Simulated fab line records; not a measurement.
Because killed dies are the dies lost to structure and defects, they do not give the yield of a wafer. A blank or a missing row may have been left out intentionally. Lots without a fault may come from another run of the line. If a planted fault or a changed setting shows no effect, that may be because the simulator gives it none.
A struck lot beside a sound one | flow sfqLine | 14 out of 325 route steps
Sound: wafers L620.3, L620.4, L620.5. Wafers struck: L626.3, L626.4, L626.6. At the end, the cause is stated.
Each step with rows lists, per side, the tool, then ch with its chambers, then its first start. Under that, the readings that differ: sound wafers | struck wafers | difference of the means | sigmas: that difference in standard deviations of wafers without a fault.
alike: a reading whose means differ by less than 2 such deviations, as well as words and numbers matching on both sides. not compared: withheld readings; readings where some wafer has no value; bounds like >300 that might hide an equal value; numbers whose values overlap and for which the record gives no deviation.
Wherever a step has rows on one side only, a row that says differs or no value, or a row with sigmas, the two part there. Numbers that have no deviation but don't overlap get no sigmas and don't part them. A reading missing from all wafers of one side parts the sides only when that side holds two or more wafers.

first, 6 steps without rows for these wafers: SFQ_TRILAYER_M5_LITHO_COAT_128 (resist thk 62 nm); SFQ_TRILAYER_M5_LITHO_COAT_123 (resist thk 600 nm); SFQ_TRILAYER_M5_LITHO_SOFTBAKE_127; SFQ_TRILAYER_M5_LITHO_EXPOSE_124 (exposes mask M5, target cd 700 nm); SFQ_TRILAYER_M5_LITHO_PEB_126 (peb time 60 s); SFQ_TRILAYER_M5_LITHO_DEVELOP_125 (time 60 s).
SFQ_M5_OVL_MEAS_932:
  struck on overlay-02, day 61 08:13; sound on overlay-01, day 58 18:08
  alike: M5_OVL
SFQ_TRILAYER_M5_BARC_OPEN_METAL_ETCH_161: etches BARC in O2, target depth 125 nm, time 41.7 s.
  sound on rieMetal-02 ch 0,1, day 58 18:11; struck on rieMetal-02 ch 0,1, day 61 08:15
  alike: drypumpMotorCurrentA, heBacksideLeakSccm, oesProductAu
  not compared: rfHoursCounterH
SFQ_TRILAYER_M5_ETCH_METAL_ETCH_126: etches Nb in Cl2/BCl3, stops on SiO2, time 203.2 s, target depth 265 nm.
  sound on rieMetal-02 ch 0,1, day 58 18:17; struck on rieMetal-02 ch 0,1, day 61 08:22
  alike: drypumpMotorCurrentA, heBacksideLeakSccm, oesProductAu
  not compared: rfHoursCounterH
SFQ_TRILAYER_M5_STRIP_STRIP_127: strips in O2.
  sound on rieMetal-02 ch 0,1, day 58 18:37; struck on rieMetal-02 ch 0,1, day 61 08:41
  alike: drypumpMotorCurrentA, heBacksideLeakSccm, oesProductAu, platenTempC
  not compared: rfHoursCounterH
then, 1 step without rows for these wafers: SFQ_TRILAYER_M5_STRIP_SOLV_CLEAN_128 (cleans in NMP, time 600 s).
SFQ_TRILAYER_A5B_DEP_PECVD_129: deposits SiO2 from SiH4/N2O, time 133.33 s, target thk 600 nm.
  sound on pecvd-04 ch 1,2, day 58 19:11; struck on pecvd-03 ch 1,2, day 61 09:16
  alike: heaterPowerOuterW, heaterPowerW, throttleValvePct
SFQ_TRILAYER_A5B_CMP_CMP_130: polishes, stops on Nb, target thk 340.7 nm.
  sound on cmp-02 ch 0,2,3, day 59 01:01; struck on cmp-01 ch 0,2, day 61 09:51
reading         | sound             | struck            | difference | sigmas
platenRpm (rpm) | 60.14 59.97 60.08 | 53.99 54.07 54.04 | -6.03      | -99 or more
  alike: motorCurrentA
SFQ_TRILAYER_A5B_METRO_MEASURE_131:
  struck on filmMetro-04, day 61 12:45; sound on filmMetro-03, day 59 03:25
  alike: thkNm

## WHERE THEY PART
Within this record, at SFQ_TRILAYER_A5B_CMP_CMP_130 only. Later steps at which nothing parts them and some readings are alike: SFQ_TRILAYER_A5B_METRO_MEASURE_131.

WHY: the cause the simulator had injected
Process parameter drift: cmp-01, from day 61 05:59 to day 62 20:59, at SFQ_TRILAYER_A5B_CMP_CMP_130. From 60, the setting platenRpm moved by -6. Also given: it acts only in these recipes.
